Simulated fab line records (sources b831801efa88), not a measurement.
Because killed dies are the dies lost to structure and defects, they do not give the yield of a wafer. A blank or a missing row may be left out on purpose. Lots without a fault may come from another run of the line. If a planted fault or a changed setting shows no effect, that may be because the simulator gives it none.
2 desks looking at one fault / flow sky130 / each desk has only its own numbers; what lay behind them comes last

THE TOOL OWNER'S DESK: pvdSputter-03
The tool's own readings at SKY_CAPM_SPUTTER_02 (material TiN, target thk 200 nm, time 166.7 s): means of the sampled wafers that have a number, for each lot that ran on this tool. The brackets show how far a lot's mean lies from the usual mean; more than 4 standard deviations puts the lot out of limits, marked OUT.
Columns: A = cathodeDcPowerW at SKY_CAPM_SPUTTER_02, usual 6500.0 W; B = throttleValvePct at SKY_CAPM_SPUTTER_02, usual 29.9 %
lot=L795; first seen here=day 36 15:26; A=6499.4; B=30.2
lot=L806; first seen here=day 40 04:47; A=6500.0; B=30.3
lot=L811; first seen here=day 41 11:50; A=5640.5 (-99 or more) OUT; B=29.6
lot=L812; first seen here=day 41 19:31; A=5642.4 (-99 or more) OUT; B=29.7
lot=L813; first seen here=day 41 21:56; A=5640.7 (-99 or more) OUT; B=30.1
This desk's finding: out of limits on L811, L812, L813; first on L811, day 41 11:50 (cathodeDcPowerW at SKY_CAPM_SPUTTER_02). In limits: L795, L806.

METROLOGY DESK
What the gauges read, lot by lot, whatever tool the lot ran on: means of the sampled wafers that have a number. The brackets show how far a lot's mean lies from the usual mean; more than 4 standard deviations puts the lot out of limits, marked OUT.
Columns: A = VIA2_HDPCVD_THK at SKY_VIA2_THK_MEAS_01, usual 1160 nm; B = VIA2_OVL at SKY_VIA2_OVL_MEAS_13, usual 0 nm; C = CAPM_TIN_RS at SKY_CAPM_RS_MEAS_03, usual 6.89 ohm/sq; D = CAPM_TIN_THK at SKY_CAPM_THK_MEAS_04, usual 202.2 nm
lot=L795; first seen here=day 35 11:27; A=1161; B=-2; C=6.90; D=202.0
lot=L798; first seen here=day 36 09:07; A=1168; B=2; C=6.89; D=200.5
lot=L804; first seen here=day 38 06:13; A=1176; B=10; C=6.97; D=199.4
lot=L806; first seen here=day 38 23:29; A=1160; B=-3; C=6.81; D=204.2
lot=L807; first seen here=day 39 14:37; A=1162; B=-0; C=6.92; D=201.0
lot=L810; first seen here=day 40 02:39; A=1145; B=-7; C=6.86; D=202.2
lot=L811; first seen here=day 40 09:34; A=1152; B=-10; C=7.94 (+15) OUT; D=175.2 (-11) OUT
lot=L812; first seen here=day 40 17:12; A=1160; B=-5; C=7.85 (+13) OUT; D=178.2 (-10) OUT
lot=L813; first seen here=day 40 19:14; A=1155; B=-1; C=7.89 (+14) OUT; D=177.1 (-10) OUT
lot=L815; first seen here=day 41 14:02; A=1146; B=-5; C=6.84; D=203.2
This desk reports L811, L812, L813 out of limits; the earliest was L811 at day 41 12:00 (CAPM_TIN_RS at SKY_CAPM_RS_MEAS_03). In limits: L795, L798, L804, L806, L807, L810, L815.

TAKEN TOGETHER
An alarm could have come from the tool owner's desk at day 41 11:50, on L811, L812, L813.
On L811, L812, L813, the metrology desk was in a position to raise an alarm at day 41 12:00.
Every lot named ran SKY_CAPM_SPUTTER_02 on pvdSputter-03.

WHAT HAD BEEN PUT IN BY THE SIMULATOR
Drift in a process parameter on pvdSputter-03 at SKY_CAPM_SPUTTER_02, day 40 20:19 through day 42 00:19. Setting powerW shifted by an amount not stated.
Lots struck among those shown: L811, L812, L813.
Counting hours from when the fault started, the first reading out of limits came at 16 for the tool owner's desk and at 16 for the metrology desk.
